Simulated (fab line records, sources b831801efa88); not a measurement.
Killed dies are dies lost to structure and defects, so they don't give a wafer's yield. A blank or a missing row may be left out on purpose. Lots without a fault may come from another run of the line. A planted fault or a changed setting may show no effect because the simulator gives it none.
Which tool did it? | flow sky130 | 10 lots, 30 wafers sampled, at 1 step of a route of 708

WHAT THE GAUGES READ, wafer by wafer
SKY_POLY_GATE_THK_MEAS_04.
lot  | measured     | on            | POLY_GATE_CVD_03_THK (nm)
L641 | day 15 09:40 | film_metro-02 | 74.0 74.1 74.2
L642 | day 15 19:58 | film_metro-03 | 73.5 73.7 74.0
L643 | day 16 02:35 | film_metro-03 | 75.2 75.2 74.6
L644 | day 16 17:28 | film_metro-04 | 74.0 74.1 73.7
L645 | day 16 23:38 | film_metro-04 | 74.5 74.5 74.5
L646 | day 17 08:13 | film_metro-04 | 74.6 74.8 74.7
L648 | day 17 17:16 | film_metro-02 | 76.5 75.9 75.4
L647 | day 17 18:38 | film_metro-02 | 76.0 75.7 75.9
L649 | day 18 06:36 | film_metro-02 | 74.4 74.3 74.7
L650 | day 18 13:55 | film_metro-03 | 75.6 75.0 74.3

WHICH TOOL RAN EACH LOT (tool, then ch and the chambers of the sampled wafers, then the start)
The record holds no process step before these readings.

THE ANSWER, worked out from the rows above alone
Rule: what is usual is taken from the lots themselves. Put in order of their means at a reading, lots are off if they are a third of the lots or fewer, leave a main group of 4 or more, and stand apart from it by a gap of 3 or more times the standard deviation of the main group's means; of several such gaps the widest counts. A main group whose means are all the same, to the digits that the tables above print for the reading, isn't used. A lot without any number at a reading at which 4 lots or more have one is off too. The other lots that the step has rows for count as sound.
No lot is off at any reading shown: from this, nothing can be told.

WHAT THE SIMULATOR HAD PUT IN
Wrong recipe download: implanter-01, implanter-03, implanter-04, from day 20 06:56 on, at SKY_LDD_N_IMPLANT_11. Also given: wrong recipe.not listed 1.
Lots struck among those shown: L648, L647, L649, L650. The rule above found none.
